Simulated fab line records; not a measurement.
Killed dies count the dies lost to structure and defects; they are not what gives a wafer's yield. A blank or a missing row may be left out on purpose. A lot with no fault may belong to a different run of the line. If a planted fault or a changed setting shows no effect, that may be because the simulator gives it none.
fab line records -- flow sky130
record lots=11, wafers=33, last_day=50
route steps=708 shown VIA2@531 METAL3@536 CAPM@540 PAD_OPEN@708
lots that met no fault: from a run of the same line without faults
start_h: hours from the record's first day to the start of the lot's first wafer shown -- wait_h: how many hours have passed since the lot's step before this one -- " as in the row above -- L1.1+2: one row covering several wafers at once -- - no value, or no start was given -- * or withheld: withheld -- < > ~ a bound
route shown NAME@n: names a module that has steps shown in the file, with the first one's number in the route -- usual: mean/standard deviation of fault-free wafers -- same: alike in all rows -- chamber/n: place in a boat -- sites: readings site by site -- _std_site: standard deviation across them -- _edge_site: outer sites' mean less inner sites' -- radius_mm: for every site, how far away it sits from the centre of the wafer -- mask NAME#n: copy n -- behind: the tool/chamber that last shaped the wafer -- hold: why the lot was held/for how many hours/how that ended -- device: names the non-switching transistor (n, p or np) -- end of line: the tests these same wafers got at the end of their route -- a step with no rows: only its recipe -- killed: at the first sort, the dies lost to defects and structure; wafer yield is something else -- map: the dies of a wafer, with x for killed, . for not killed, _ for no die there
set.NAME: the setting the step ran with; set.NAME@STEP: the setting that earlier step ran with -- model.NAME: the simulator's own value behind a step, which no gauge read
route steps across a sampled set of lots; one table per step, one row per wafer
services: a tool's chamber out of use, with start hour (start_h, from the record's first day; less than 0 if before it), hours out, and reason
## steps
# step SKY_VIA2_CMP_24
# recipe stop_on=SiO2, t_overpolish_s=20, down_force_psi=3.5, platen_rpm=60, target_thk_nm=0, pad_velocity_m_s=0.94248
# usual motor_current_A=11.3/0.95, overpolish_run_s=19.999/0.0093, time_to_endpoint_s=102/3.2
lot.wafer,tool,chamber,start_h,wait_h,motor_current_A,overpolish_run_s,time_to_endpoint_s
L811.2,cmp-01,0,859.59,0.1,10.8,20.010,104
L811.1,cmp-01,1,859.59,0.1,11.2,19.995,101
L811.5,cmp-01,3,859.59,0.1,11.2,20.007,101
L812.3,cmp-01,2,862.02,0.1,12.6,20.023,103
L812.2,cmp-01,0,862.02,0.1,10.6,19.993,103
L812.6,cmp-01,1,862.02,0.1,11.9,20.022,102
L813.3,cmp-01,1,879.81,0.1,11.5,20.033,102
L813.6,cmp-01,0,879.81,0.1,10.6,19.999,104
L813.5,cmp-01,1,879.81,0.1,11.6,20.016,100
L814.3,cmp-02,3,879.90,0.1,9.9,19.994,103
L814.2,cmp-02,0,879.90,0.1,12.5,20.002,103
L814.4,cmp-02,1,879.90,0.1,10.7,19.992,101
L815.2,cmp-02,0,890.97,0.1,12.0,19.994,100
L815.4,cmp-02,2,890.97,0.1,11.7,20.006,99
L815.6,cmp-02,0,890.97,0.1,12.1,20.007,101
L816.4,cmp-02,3,897.04,0.0,10.0,19.986,99
L816.3,cmp-02,1,897.04,0.0,9.7,19.981,99
L816.5,cmp-02,3,897.04,0.0,9.8,19.989,98
L817.3,cmp-01,0,905.15,0.1,11.0,20.007,108
L817.1,cmp-01,1,905.15,0.1,11.7,19.987,104
L817.5,cmp-01,3,905.15,0.1,11.3,20.007,104
L818.4,cmp-01,3,929.07,0.5,11.6,19.991,104
L818.2,cmp-01,1,929.07,0.5,11.5,19.998,102
L818.3,cmp-01,2,929.07,0.5,12.8,20.009,101
L822.1,cmp-01,2,963.05,0.1,12.8,20.005,99
L822.3,cmp-01,3,963.05,0.1,11.0,20.005,99
L822.2,cmp-01,0,963.05,0.1,11.3,19.993,107
L824.3,cmp-02,1,977.46,0.0,10.2,19.999,101
L824.5,cmp-02,1,977.46,0.0,10.4,20.005,105
L824.6,cmp-02,2,977.46,0.0,11.8,20.008,101
L832.2,cmp-02,2,1025.21,0.1,11.7,19.988,103
L832.1,cmp-02,3,1025.21,0.1,9.6,20.002,106
L832.5,cmp-02,1,1025.21,0.1,9.6,19.990,100
# step SKY_METAL3_SPUTTER_04
# recipe material=TiN, target_thk_nm=70, power_w=6500, time_s=58.3, chamber_pressure_pa=0.4
# usual throttle_valve_pct=30.2/0.94
lot.wafer,tool,chamber,start_h,wait_h,throttle_valve_pct
L811.1,pvd_sputter-04,-,859.90,0.0,28.4
L811.2,pvd_sputter-04,-,859.90,0.0,30.7
L811.5,pvd_sputter-04,-,859.90,0.0,30.8
L812.2,pvd_sputter-04,-,862.37,0.0,30.4
L812.3,pvd_sputter-04,-,862.37,0.0,28.6
L812.6,pvd_sputter-04,-,862.37,0.0,28.5
L813.3,pvd_sputter-01,-,880.16,0.0,29.9
L813.5,pvd_sputter-01,-,880.16,0.0,29.3
L813.6,pvd_sputter-01,-,880.16,0.0,30.7
L814.2,pvd_sputter-04,-,880.26,0.0,30.3
L814.3,pvd_sputter-04,-,880.26,0.0,30.7
L814.4,pvd_sputter-04,-,880.26,0.0,28.8
L815.2,pvd_sputter-01,-,891.32,0.0,29.8
L815.4,pvd_sputter-01,-,891.32,0.0,30.5
L815.6,pvd_sputter-01,-,891.32,0.0,31.1
L816.3,pvd_sputter-01,-,897.45,0.0,30.7
L816.4,pvd_sputter-01,-,897.45,0.0,29.4
L816.5,pvd_sputter-01,-,897.45,0.0,30.4
L817.1,pvd_sputter-01,-,905.50,0.0,29.5
L817.3,pvd_sputter-01,-,905.50,0.0,29.6
L817.5,pvd_sputter-01,-,905.50,0.0,29.8
L818.2,pvd_sputter-02,-,929.48,0.0,29.5
L818.3,pvd_sputter-02,-,929.48,0.0,31.3
L818.4,pvd_sputter-02,-,929.48,0.0,31.5
L822.1,pvd_sputter-04,-,963.40,0.0,28.3
L822.2,pvd_sputter-04,-,963.40,0.0,28.8
L822.3,pvd_sputter-04,-,963.40,0.0,31.1
L824.3,pvd_sputter-02,-,977.87,0.0,31.0
L824.5,pvd_sputter-02,-,977.87,0.0,31.2
L824.6,pvd_sputter-02,-,977.87,0.0,31.3
L832.1,pvd_sputter-02,-,1025.53,0.0,31.4
L832.2,pvd_sputter-02,-,1025.53,0.0,29.3
L832.5,pvd_sputter-02,-,1025.53,0.0,31.1
# step SKY_CAPM_RS_MEAS_03
# recipe thk_meas_gauge=four-point-probe, reads=TiN_of_CAPM_SPUTTER_02
# usual CAPM_TIN_RS=6.90/0.091
lot.wafer,tool,chamber,start_h,wait_h,CAPM_TIN_RS[ohm/sq]
L811.1,film_metro-03,-,860.15,0.1,6.95
L811.2,film_metro-03,-,860.15,0.1,6.87
L811.5,film_metro-03,-,860.15,0.1,6.88
L812.2,film_metro-04,-,862.63,0.1,6.81
L812.3,film_metro-04,-,862.63,0.1,6.81
L812.6,film_metro-04,-,862.63,0.1,6.84
L813.3,film_metro-02,-,880.44,0.1,7.00
L813.5,film_metro-02,-,880.44,0.1,6.96
L813.6,film_metro-02,-,880.44,0.1,6.93
L814.2,film_metro-03,-,880.53,0.1,6.90
L814.3,film_metro-03,-,880.53,0.1,6.93
L814.4,film_metro-03,-,880.53,0.1,6.96
L815.2,film_metro-04,-,891.58,0.1,6.92
L815.4,film_metro-04,-,891.58,0.1,6.85
L815.6,film_metro-04,-,891.58,0.1,6.84
L816.3,film_metro-04,-,897.73,0.1,6.89
L816.4,film_metro-04,-,897.73,0.1,6.90
L816.5,film_metro-04,-,897.73,0.1,6.88
L817.1,film_metro-02,-,905.75,0.1,6.99
L817.3,film_metro-02,-,905.75,0.1,6.89
L817.5,film_metro-02,-,905.75,0.1,6.90
L818.2,film_metro-03,-,929.74,0.1,7.00
L818.3,film_metro-03,-,929.74,0.1,7.03
L818.4,film_metro-03,-,929.74,0.1,7.03
L822.1,film_metro-02,-,963.64,0.1,6.77
L822.2,film_metro-02,-,963.64,0.1,6.69
L822.3,film_metro-02,-,963.64,0.1,6.78
L824.3,film_metro-04,-,978.16,0.1,7.06
L824.5,film_metro-04,-,978.16,0.1,7.05
L824.6,film_metro-04,-,978.16,0.1,7.01
L832.1,film_metro-02,-,1025.78,0.1,6.94
L832.2,film_metro-02,-,1025.78,0.1,7.01
L832.5,film_metro-02,-,1025.78,0.1,6.99
# step SKY_CAPM_COAT_07
# recipe resist=NOVOLAK, spin_rpm=3000, resist_thk_nm=1140
# usual resist_line_temp_C=22.99/0.098, spin_speed_rpm=3000.0/1.7
lot.wafer,tool,chamber,start_h,wait_h,resist_line_temp_C,spin_speed_rpm
L811.1,litho_track-03,0,873.59,0.1,22.90,2997.8
L811.2,litho_track-03,0,873.59,0.1,23.01,2998.2
L811.5,litho_track-03,0,873.59,0.1,22.94,2998.3
L812.2,litho_track-04,0,875.16,0.1,22.90,3000.5
L812.3,litho_track-04,0,875.16,0.1,23.00,3000.5
L812.6,litho_track-04,0,875.16,0.1,23.03,3004.2
L813.3,litho_track-04,0,892.34,0.1,22.91,2998.4
L813.5,litho_track-04,0,892.34,0.1,22.97,3000.9
L813.6,litho_track-04,0,892.34,0.1,23.02,3000.0
L814.2,litho_track-01,0,892.45,0.1,22.94,2995.8
L814.3,litho_track-01,0,892.45,0.1,22.94,2996.9
L814.4,litho_track-01,0,892.45,0.1,23.02,2999.1
L815.2,litho_track-03,0,904.22,0.1,23.15,2999.6
L815.4,litho_track-03,0,904.22,0.1,22.86,2997.4
L815.6,litho_track-03,0,904.22,0.1,22.98,2998.4
L816.3,litho_track-04,0,910.09,0.1,23.05,2999.2
L816.4,litho_track-04,0,910.09,0.1,23.02,3001.7
L816.5,litho_track-04,0,910.09,0.1,22.98,2998.7
L817.1,litho_track-03,0,917.44,0.1,22.99,2998.6
L817.3,litho_track-03,0,917.44,0.1,22.89,2999.8
L817.5,litho_track-03,0,917.44,0.1,22.79,3001.0
L818.2,litho_track-01,0,941.15,0.1,23.01,3000.2
L818.3,litho_track-01,0,941.15,0.1,23.09,3001.8
L818.4,litho_track-01,0,941.15,0.1,23.00,3001.4
L822.1,litho_track-01,0,975.57,0.1,23.00,3271.5
L822.2,litho_track-01,0,975.57,0.1,23.10,3273.7
L822.3,litho_track-01,0,975.57,0.1,23.21,3273.1
L824.3,litho_track-01,0,988.77,0.1,22.82,3274.4
L824.5,litho_track-01,0,988.77,0.1,22.96,3274.7
L824.6,litho_track-01,0,988.77,0.1,23.06,3273.6
L832.1,litho_track-04,0,1035.94,0.1,22.97,3000.0
L832.2,litho_track-04,0,1035.94,0.1,23.05,2999.8
L832.5,litho_track-04,0,1035.94,0.1,23.10,3003.0
# step SKY_CAPM_STRIP_14
# recipe chemistry=O2/N2, power_w=1400, pressure_mtorr=1500, platen_temp_c=withheld, o2_flow_sccm=3000, n2_flow_sccm=300, overash_fraction=0.5
# usual drypump_motor_current_A=5.6/0.37, oes_product_au=0.710/0.0047, strip_time_to_endpoint_s=12.65/0.05
lot.wafer,tool,chamber,start_h,wait_h,drypump_motor_current_A,oes_product_au,rf_hours_counter_h,strip_time_to_endpoint_s
L811.1,plasma_asher-02,1,886.05,0.1,5.9,0.705,77,12.64
L811.2,plasma_asher-02,0,886.05,0.1,5.3,0.707,77,12.63
L811.5,plasma_asher-02,1,886.05,0.1,5.9,0.704,-,12.64
L812.2,plasma_asher-01,1,887.95,0.1,5.1,0.711,110,12.64
L812.3,plasma_asher-01,1,887.95,0.1,5.1,0.712,-,12.56
L812.6,plasma_asher-01,1,887.95,0.1,5.1,0.710,-,12.58
L813.3,plasma_asher-02,0,905.79,0.1,5.3,0.709,-,12.67
L813.5,plasma_asher-02,1,905.79,0.1,5.9,0.704,-,12.71
L813.6,plasma_asher-02,0,905.79,0.1,5.3,0.714,-,12.63
L814.2,plasma_asher-01,1,905.85,0.1,5.1,0.713,112,12.67
L814.3,plasma_asher-01,1,905.85,0.1,5.1,0.705,-,12.60
L814.4,plasma_asher-01,0,905.85,0.1,5.9,0.707,-,12.68
L815.2,plasma_asher-03,0,916.35,0.1,6.2,0.706,17,12.52
L815.4,plasma_asher-03,1,916.35,0.1,5.7,0.705,-,12.54
L815.6,plasma_asher-03,1,916.35,0.1,5.7,0.705,-,12.54
L816.3,plasma_asher-01,1,922.52,0.1,5.1,0.715,-,12.62
L816.4,plasma_asher-01,0,922.52,0.1,5.9,0.718,-,12.69
L816.5,plasma_asher-01,0,922.52,0.1,5.9,0.699,-,12.61
L817.1,plasma_asher-03,1,930.75,0.1,5.7,0.703,18,12.64
L817.3,plasma_asher-03,0,930.75,0.1,6.2,0.713,-,12.69
L817.5,plasma_asher-03,1,930.75,0.1,5.7,0.706,-,12.66
L818.2,plasma_asher-02,0,954.59,0.1,5.3,0.708,84,12.70
L818.3,plasma_asher-02,1,954.59,0.1,5.9,0.715,-,12.68
L818.4,plasma_asher-02,0,954.59,0.1,5.3,0.706,-,12.68
L822.1,plasma_asher-01,1,987.10,0.1,5.1,0.707,120,12.07
L822.2,plasma_asher-01,0,987.10,0.1,5.9,0.714,120,12.08
L822.3,plasma_asher-01,1,987.10,0.1,5.1,0.716,-,12.09
L824.3,plasma_asher-02,1,1000.89,0.1,5.9,0.712,-,12.12
L824.5,plasma_asher-02,0,1000.89,0.1,5.3,0.711,-,12.15
L824.6,plasma_asher-02,1,1000.89,0.1,5.9,0.714,-,12.11
L832.1,plasma_asher-02,1,1047.35,0.1,5.9,0.714,93,12.72
L832.2,plasma_asher-02,0,1047.35,0.1,5.3,0.712,93,12.77
L832.5,plasma_asher-02,1,1047.35,0.1,5.9,0.706,-,12.78
# step SKY_PAD_OPEN_PROBE_99
# usual defect_limited_yield=82.3/1.9, killed_at_M0_to_M3=44/7.6, killed_at_M4_up=3.2/1.7, killed_at_contacts=24/5.7, killed_at_front_end=16/3.9, killed_at_other=0.2/0.45, killed_dies=87/9.5, killed_open=47/6.9, killed_short=40/5.8, sort_bin_3_pad_short=0.9/0.4, sort_bin_5_function=10.4/1.4, sort_bin_6_memory=6.4/1.1, sort_n_pass=405/9.5, sort_yield_pct=82.3/1.9
# same gross_dies=492, killed_at_back_side=0, sort_bin_4_leakage[%]=0, sort_bin_8_speed[%]=0
lot.wafer,tool,chamber,start_h,wait_h,defect_limited_yield[%],killed_at_M0_to_M3,killed_at_M4_up,killed_at_contacts,killed_at_front_end,killed_at_other,killed_dies,killed_open,killed_short,sort_bin_3_pad_short[%],sort_bin_5_function[%],sort_bin_6_memory[%],sort_n_pass,sort_yield_pct[%]
L813.3,prober-01,-,1099.16,0.2,80.1,49,4,25,20,0,98,53,45,0.6,12.0,7.3,394,80.1
L813.5,prober-01,-,1099.26,0.2,82.9,47,2,17,18,0,84,47,37,1.2,8.1,7.7,408,82.9
L813.6,prober-01,-,1099.31,0.2,82.1,46,4,22,16,0,88,53,35,1.4,11.4,5.1,404,82.1
L815.2,prober-01,-,1107.07,0.1,85.6,35,2,18,15,1,71,41,30,0.8,9.3,4.3,421,85.6
L815.4,prober-01,-,1107.17,0.2,81.5,46,5,32,6,2,91,52,39,0.6,12.4,5.5,401,81.5
L815.6,prober-01,-,1107.27,0.2,80.5,58,3,24,11,0,96,53,43,0.8,12.2,6.5,396,80.5
L832.1,prober-02,-,1203.69,0.1,77.8,55,4,31,19,0,109,63,46,1.8,14.0,6.3,383,77.8
L832.2,prober-02,-,1203.74,0.1,82.3,41,3,28,15,0,87,46,41,0.8,10.8,6.1,405,82.3
L832.5,prober-02,-,1203.89,0.2,82.1,51,3,20,13,1,88,45,43,0.8,9.1,7.9,404,82.1
# killed by level:class
L813.3 VIA1:geometric_particle:open=10 LI_CONTACT:geometric_particle:open=8 POLY_GATE:geometric_particle:open=7 VIA1:geometric_particle:short=7 METAL2:geometric_particle:short=6 CONTACT:geometric_particle:open=6 VIA2:geometric_particle:open=5 VIA3:geometric_particle:open=5
L813.5 VIA2:geometric_particle:open=9 VIA1:geometric_particle:open=8 METAL1:geometric_particle:short=7 CONTACT:geometric_particle:open=6 FIELD_ISO:geometric_particle:open=5 POLY_GATE:geometric_particle:open=5 VIA1:geometric_particle:short=5 VIA2:geometric_particle:short=5
L813.6 LI_CONTACT:geometric_particle:open=9 VIA1:geometric_particle:open=9 CONTACT:geometric_particle:open=7 FIELD_ISO:geometric_particle:open=6 VIA2:geometric_particle:open=6 METAL1:geometric_particle:short=6 VIA3:geometric_particle:open=6 VIA2:geometric_particle:short=5
L815.2 VIA1:geometric_particle:open=14 CONTACT:geometric_particle:open=6 VIA2:geometric_particle:open=6 FIELD_ISO:geometric_particle:open=4 LI_CONTACT:geometric_particle:open=4 LOCAL_INTERCONNECT:geometric_particle:short=4 SPACER:geometric_particle:short=3 CONTACT:geometric_particle:short=3
L815.4 CONTACT:geometric_particle:open=12 VIA2:geometric_particle:open=10 VIA1:geometric_particle:open=8 LI_CONTACT:geometric_particle:open=7 CONTACT:geometric_particle:short=6 VIA1:geometric_particle:short=6 VIA3:geometric_particle:open=5 LOCAL_INTERCONNECT:geometric_particle:short=4
L815.6 VIA2:geometric_particle:open=12 VIA1:geometric_particle:open=9 CONTACT:geometric_particle:open=8 VIA3:geometric_particle:open=7 LI_CONTACT:geometric_particle:open=6 METAL2:geometric_particle:short=6 VIA1:geometric_particle:short=5 METAL1:geometric_particle:short=4
L832.1 VIA1:geometric_particle:open=11 VIA3:geometric_particle:open=9 VIA2:geometric_particle:open=9 CONTACT:geometric_particle:open=9 FIELD_ISO:geometric_particle:open=8 LOCAL_INTERCONNECT:geometric_particle:short=7 CONTACT:geometric_particle:short=7 METAL1:geometric_particle:short=7
L832.2 CONTACT:geometric_particle:open=10 VIA1:geometric_particle:open=10 VIA3:geometric_particle:open=7 CONTACT:geometric_particle:short=6 FIELD_ISO:geometric_particle:open=5 METAL2:geometric_particle:short=5 VIA2:geometric_particle:open=5 LI_CONTACT:geometric_particle:short=4
L832.5 VIA2:geometric_particle:open=11 VIA1:geometric_particle:open=10 VIA1:geometric_particle:short=8 CONTACT:geometric_particle:open=6 VIA3:geometric_particle:open=6 CONTACT:geometric_particle:short=5 POLY_GATE:geometric_particle:open=4 LI_CONTACT:geometric_particle:short=4
## services
tool,chamber,start_h,hours,kind
pvd_sputter-01,-,836.39,6.2,repair
pvd_sputter-02,-,840.67,1.2,repair
cmp-02,-,842.96,2.3,repair
plasma_asher-03,-,853.48,3.8,repair
pvd_sputter-02,-,868.18,2.4,repair
pvd_sputter-02,-,880.20,4.8,repair
pvd_sputter-04,-,890.21,0.9,repair
pvd_sputter-04,-,890.26,5.2,repair
pvd_sputter-04,-,894.11,5.4,repair
cmp-02,-,908.45,4.9,repair
cmp-02,-,913.36,4.0,pm
cmp-02,-,917.36,-,consumable_replace:conditioner
cmp-02,-,917.36,-,consumable_replace:pad
cmp-01,-,922.08,0.5,repair
cmp-02,-,923.62,8.3,pm
pvd_sputter-02,-,931.67,1.4,repair
plasma_asher-01,-,944.10,0.9,repair
pvd_sputter-04,-,971.67,4.9,repair
pvd_sputter-01,-,979.70,3.2,repair
pvd_sputter-01,0,983.92,-,consumable_replace:kit
pvd_sputter-01,0,983.92,18.0,scheduled_down
plasma_asher-02,-,1011.20,8.2,repair
cmp-01,-,1019.40,3.8,repair
cmp-01,-,1046.16,0.7,repair
## key
first_sign step=SKY_CAPM_COAT_07, reading=spin_speed_rpm, direction=up, sigmas=99+, usual=3000.0, struck=3273.5
effect step=SKY_CAPM_STRIP_14, reading=strip_time_to_endpoint_s, direction=down, sigmas=11, usual=*, struck=*
met_at SKY_CAPM_COAT_07
struck_lots L822,L824
not_acting_at SKY_VIA2_CMP_24,SKY_METAL3_SPUTTER_04,SKY_CAPM_RS_MEAS_03
onset_between 941.15 975.57
fault kind=process_parameter_drift, tool=litho_track-01, chamber=-, onset_h=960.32, steps=SKY_CAPM_COAT_07, channel=spin_rpm, offset=274.72, shape=step, end_h=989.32, acts_in=these_recipes_only, stated=3000
